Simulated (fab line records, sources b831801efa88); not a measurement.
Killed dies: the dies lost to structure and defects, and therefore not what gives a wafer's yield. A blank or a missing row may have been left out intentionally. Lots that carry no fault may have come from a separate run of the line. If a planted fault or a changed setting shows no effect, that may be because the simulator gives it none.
A struck lot beside a sound one	flow sky130	25 steps out of a route of 708
Sound: these wafers, L253.1, L253.5, L253.6. Wafers L244.1, L244.4, L244.5 were the ones struck. The cause is named last.
At each step with rows: each side's tool, then ch and its chambers, then its first start. Under that, the readings that differ: sound wafers	struck wafers	difference of the means	sigmas: that difference in standard deviations of wafers without a fault.
alike: readings whose means differ by less than 2 such deviations, and words and numbers that are the same on both sides. not compared: withheld readings, readings that some wafer has no value for, bounds like >300 that may hide the same value, and numbers for which the record gives no deviation and whose values overlap.
The two part at a step that has a row with sigmas, a row that says differs or no value, or rows on one side only. Numbers that don't overlap but have no deviation are shown without sigmas and don't part them. A reading missing from all wafers of one side parts the sides only when that side holds two or more wafers.

first, 1 step without rows for these wafers: SKY_VIA2_SPUTTER_20 (material TiN, target thk 20 nm, time 80 s).
SKY_VIA2_CVD_21: deposits W, target thk 420 nm, time 126.4 s.
  sound on cvd w-01 ch 0, day 41 08:09; struck on cvd w-02 ch 0,1, day 38 18:50
  alike: heater power w
SKY_VIA2_RS_MEAS_22: the measuring method here is four-point-probe.
  sound: film metro-02 at day 41 08:25; struck: film metro-01 at day 38 18:58
  alike: VIA2_W_RS
SKY_VIA2_THK_MEAS_23: measures by xrf.
  sound: film metro-02 at day 41 08:32; struck: film metro-01 at day 38 19:05
reading	sound	struck	difference	sigmas
VIA2_W_THK (nm)	405 405 410	420 423 427	+17	+3
SKY_VIA2_CMP_24: polishes, stops on SiO2, t overpolish 20 s, target thk 0 nm.
  sound on cmp-01 ch 1,2, day 41 08:53; struck on cmp-01 ch 0,2, day 38 19:09
  alike: motor current A, overpolish run s, slurry flow ml min, time to endpoint s
then, 1 step without rows for these wafers: SKY_METAL3_SPUTTER_00 (material Ti, target thk 15 nm, time 10 s).
SKY_METAL3_SPUTTER_01: material TiN, target thk 20 nm, time 16.7 s.
  sound: pvd sputter-03 at day 41 09:12; struck: pvd sputter-03 at day 38 19:28
  alike: cathode dc power W, chamber pressure pa, throttle valve pct
SKY_METAL3_SPUTTER_02: material AlCu, target thk 735 nm, time 39.1 s.
  sound: pvd sputter-03 at day 41 09:13; struck: pvd sputter-03 at day 38 19:30
  alike: cathode dc power W, chamber pressure pa, throttle valve pct
then, 3 steps without rows for these wafers: SKY_METAL3_SPUTTER_03 (material Ti, target thk 5 nm, time 3.3 s); SKY_METAL3_SPUTTER_04 (material TiN, target thk 70 nm, time 58.3 s); SKY_CAPM_CVD_00 (deposits SiO2, target thk 15.5 nm).
SKY_CAPM_THK_MEAS_01:
  sound: film metro-01 at day 41 09:21; struck: film metro-04 at day 38 19:38
  alike: CAPM_CVD_00_THK
SKY_CAPM_SPUTTER_02: material TiN, target thk 200 nm, time 166.7 s.
  sound: pvd sputter-02 at day 41 09:25; struck: pvd sputter-02 at day 38 19:42
  no value came back on the struck wafers for cathode dc power W (W), chamber pressure pa (Pa), throttle valve pct (%); on the sound wafers cathode dc power W (W) reads 6499.6 6500.0 6499.6
SKY_CAPM_RS_MEAS_03: the measuring method here is four-point-probe.
  sound: film metro-03 at day 41 09:31; struck: film metro-01 at day 38 19:49
reading	sound	struck	difference	sigmas
CAPM_TIN_RS (ohm/sq)	7.09 7.12 7.12	- - -	no value on the struck wafers	
SKY_CAPM_THK_MEAS_04: measures by xrf.
  sound: film metro-03 at day 41 09:38; struck: film metro-01 at day 38 19:56
reading	sound	struck	difference	sigmas
CAPM_TIN_THK (nm)	197 196 195	<0 <0 <0	differs	
then, 7 steps without rows for these wafers: SKY_CAPM_DEHYDRATE_05 (time 60 s); SKY_CAPM_HMDS_06 (prime time 60 s); SKY_CAPM_COAT_07 (resist thk 1140 nm); SKY_CAPM_SOFTBAKE_08 (time 60 s); SKY_CAPM_EXPOSE_09 (exposes mask CAPM, target cd 1000 nm); SKY_CAPM_PEB_10; SKY_CAPM_DEVELOP_11 (develop time 60 s).
SKY_CAPM_OVL_MEAS_12:
  sound: overlay-01 at day 42 09:32; struck: overlay-01 at day 39 20:26
  alike: CAPM_OVL
SKY_CAPM_METAL_ETCH_13: etches TiN in Cl2/BCl3, stops on SiO2, target depth 220 nm, time 62.9 s.
  sound on rie metal-01 ch 0,1, day 42 09:35; struck on rie metal-04 ch 0,1, day 39 20:29
reading	sound	struck	difference	sigmas
oes product au (a.u.)	0.927 0.925 0.929	0.374 0.379 0.368	-0.553	-70
throttle valve pct (%)	21.925 21.907 21.907	22.263 22.247 22.279	+0.350	+35
  alike: drypump motor current A, rf fwd power W
  not compared: rf hours counter h
SKY_CAPM_STRIP_14: strips in O2/N2.
  sound on plasma asher-01 ch 0,1, day 42 09:40; struck on plasma asher-02 ch 0,1, day 39 20:34
reading	sound	struck	difference	sigmas
strip time to endpoint s (s)	12.66 12.67 12.66	12.56 12.57 12.56	-0.10	-2
  alike: drypump motor current A, oes product au
  not compared: rf hours counter h

## WHERE THEY PART
First at SKY_VIA2_THK_MEAS_23; last, within this record, at SKY_CAPM_STRIP_14.

WHY: whatever the simulator had introduced
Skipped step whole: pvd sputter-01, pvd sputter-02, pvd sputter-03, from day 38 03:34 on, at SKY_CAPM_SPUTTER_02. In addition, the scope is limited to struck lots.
